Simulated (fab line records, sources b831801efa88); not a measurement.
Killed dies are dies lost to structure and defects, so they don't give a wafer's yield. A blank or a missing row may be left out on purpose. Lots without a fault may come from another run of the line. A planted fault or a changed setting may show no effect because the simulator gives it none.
Chamber matching | flow sky130 | SKY_POLY_GATE_ETCH_15 on rie_diel-03: 4 sister chambers
The step etches BARC in N2/H2, stops on SiO2, time 118.5 s, target depth 110 nm. 18 wafers are shown with their chamber, then 9 later ones without.

WAFERS WITH THEIR CHAMBER
wafer  | chamber | drypump_motor_current_A (A) | oes_product_au (a.u.) | throttle_valve_pct (%)
L608.1 | 1       | 4.8                         | 0.721                 | 13.214
L608.4 | 0       | 4.9                         | 0.719                 | 13.217
L608.5 | 0       | 4.9                         | 0.709                 | 13.208
L611.2 | 2       | 6.1                         | 0.708                 | 13.214
L611.3 | 3       | 5.7                         | 0.714                 | 13.233
L611.5 | 1       | 4.8                         | 0.714                 | 13.210
L614.2 | 0       | 4.9                         | 0.720                 | 13.208
L614.4 | 3       | 5.7                         | 0.711                 | 13.212
L614.6 | 2       | 6.0                         | 0.712                 | 13.216
L615.2 | 0       | 4.9                         | 0.722                 | 13.213
L615.3 | 3       | 5.7                         | 0.720                 | 13.207
L615.4 | 1       | 4.8                         | 0.706                 | 13.227
L617.1 | 1       | 4.8                         | 0.711                 | 13.217
L617.2 | 0       | 4.9                         | 0.724                 | 13.221
L617.4 | 2       | 6.0                         | 0.714                 | 13.226
L618.2 | 3       | 5.7                         | 0.717                 | 13.213
L618.4 | 2       | 6.1                         | 0.718                 | 13.212
L618.6 | 2       | 6.0                         | 0.717                 | 13.214

SIGNATURES (means of the wafers above)
reading                 | chamber 0 | chamber 1 | chamber 2 | chamber 3 | scatter within a chamber
drypump_motor_current_A | 4.900     | 4.800     | 6.040     | 5.700     | 0.0293
oes_product_au          | 0.71880   | 0.71300   | 0.71380   | 0.71550   | 0.00509
throttle_valve_pct      | 13.21340  | 13.21700  | 13.21640  | 13.21625  | 0.00758
Rule: a wafer's distance from a chamber is the root of the sum, over the readings, of the square of ((its reading less the chamber's mean) divided by the reading's scatter). The wafer belongs to the nearest chamber; if the next one is less than 2 further off, it can't be placed. The scatter: the root of (the sum of the squares of (reading less its chamber's mean) over the shown wafers, divided by (wafers less chambers)).

WAFERS WITHOUT THEIR CHAMBER
wafer  | drypump_motor_current_A (A) | oes_product_au (a.u.) | throttle_valve_pct (%)
L626.2 | 6.0                         | 0.717                 | 13.196
L626.3 | 4.9                         | 0.717                 | 13.202
L626.5 | 4.9                         | 0.721                 | 13.200
L627.2 | 4.9                         | 0.711                 | 13.211
L627.3 | 6.0                         | 0.724                 | 13.202
L627.5 | 5.7                         | 0.720                 | 13.210
L628.2 | 4.8                         | 0.718                 | 13.206
L628.3 | 5.7                         | 0.710                 | 13.202
L628.4 | 4.8                         | 0.720                 | 13.218

WHICH CHAMBER EACH WENT THROUGH
wafer  | from the rows above     | in truth
L626.2 | 2                       | 2
L626.3 | 0                       | 0
L626.5 | 0                       | 0
L627.2 | can't be placed: 0 or 1 | 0
L627.3 | 2                       | 2
L627.5 | 3                       | 3
L628.2 | can't be placed: 1 or 0 | 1
L628.3 | 3                       | 3
L628.4 | 1                       | 1
Placed correctly: 7 of 9. Can't be placed from these rows: 2 (the true chamber is among the candidates in 2). Placed wrongly: 0.
